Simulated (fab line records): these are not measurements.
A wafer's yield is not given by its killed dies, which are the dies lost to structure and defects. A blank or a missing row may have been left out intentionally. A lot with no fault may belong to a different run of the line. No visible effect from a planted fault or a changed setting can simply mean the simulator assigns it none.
Chamber matching + flow sky130 + 4 sister chambers for SKY_SONOS_ONO_ETCH_15 on rieDiel-03
The step etches the open film in CHF3/O2, target depth 19.52 nm, time 7.8 s. 8 wafers are shown with their chamber, then 11 later ones without.

## WAFERS WITH THEIR CHAMBER
| wafer  | chamber | throttleValvePct (%) | oesProductAu (a.u.) |
|--------|---------|----------------------|---------------------|
| L210.2 | 1       | 8.845                | 0.999               |
| L211.1 | 2       | 8.823                | 0.990               |
| L212.2 | 1       | 8.824                | 0.996               |
| L214.1 | 3       | 8.809                | 1.001               |
| L221.1 | 0       | 8.823                | 0.996               |
| L221.4 | 3       | 8.819                | 1.010               |
| L221.6 | 0       | 8.835                | 1.002               |
| L223.1 | 2       | 8.838                | 1.009               |

## WAFERS MISSING THEIR CHAMBER
| wafer  | throttleValvePct (%) | oesProductAu (a.u.) |
|--------|----------------------|---------------------|
| L223.3 | 8.832                | 1.005               |
| L223.5 | 8.826                | 0.999               |
| L227.1 | 8.841                | 1.014               |
| L227.3 | 8.823                | 1.007               |
| L227.5 | 8.823                | 1.004               |
| L229.1 | 8.823                | 1.009               |
| L229.5 | 8.818                | 1.016               |
| L229.6 | 8.828                | 0.996               |
| L232.2 | 8.834                | 0.996               |
| L232.3 | 8.816                | 0.999               |
| L232.6 | 8.836                | 1.007               |

## THE CHAMBER EACH PASSED THROUGH
| wafer  | from the rows above               | in truth |
|--------|-----------------------------------|----------|
| L223.3 | can't be placed: 2 or 0 or 1 or 3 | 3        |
| L223.5 | can't be placed: 0 or 2 or 1 or 3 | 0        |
| L227.1 | can't be placed: 2 or 1 or 0 or 3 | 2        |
| L227.3 | can't be placed: 3 or 0 or 2 or 1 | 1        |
| L227.5 | can't be placed: 0 or 3 or 2 or 1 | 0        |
| L229.1 | can't be placed: 3 or 0 or 2 or 1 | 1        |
| L229.5 | can't be placed: 3 or 0 or 2 or 1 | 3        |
| L229.6 | can't be placed: 0 or 2 or 1 or 3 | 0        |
| L232.2 | can't be placed: 1 or 2 or 0      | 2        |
| L232.3 | can't be placed: 3 or 0 or 2 or 1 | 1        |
| L232.6 | can't be placed: 2 or 0 or 1 or 3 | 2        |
Correctly placed: 0 of 11. Cannot be placed on the basis of these rows: 11; the candidates contain the true chamber in 11. Number placed wrongly: 0.
How it was worked out, from the rows above alone: a wafer's distance from a chamber is the root of the sum, over the readings, of the square of ((its reading less the chamber's mean) divided by the reading's scatter). If the next closest chamber is less than 2 further off than the closest, the wafer can't be placed; otherwise it belongs to the closest. For every chamber, the mean is computed from those of its wafers that are shown. The scatter: take each reading less its chamber's mean, square it, sum over the shown wafers, divide by the number of wafers less the number of chambers, and take the root.
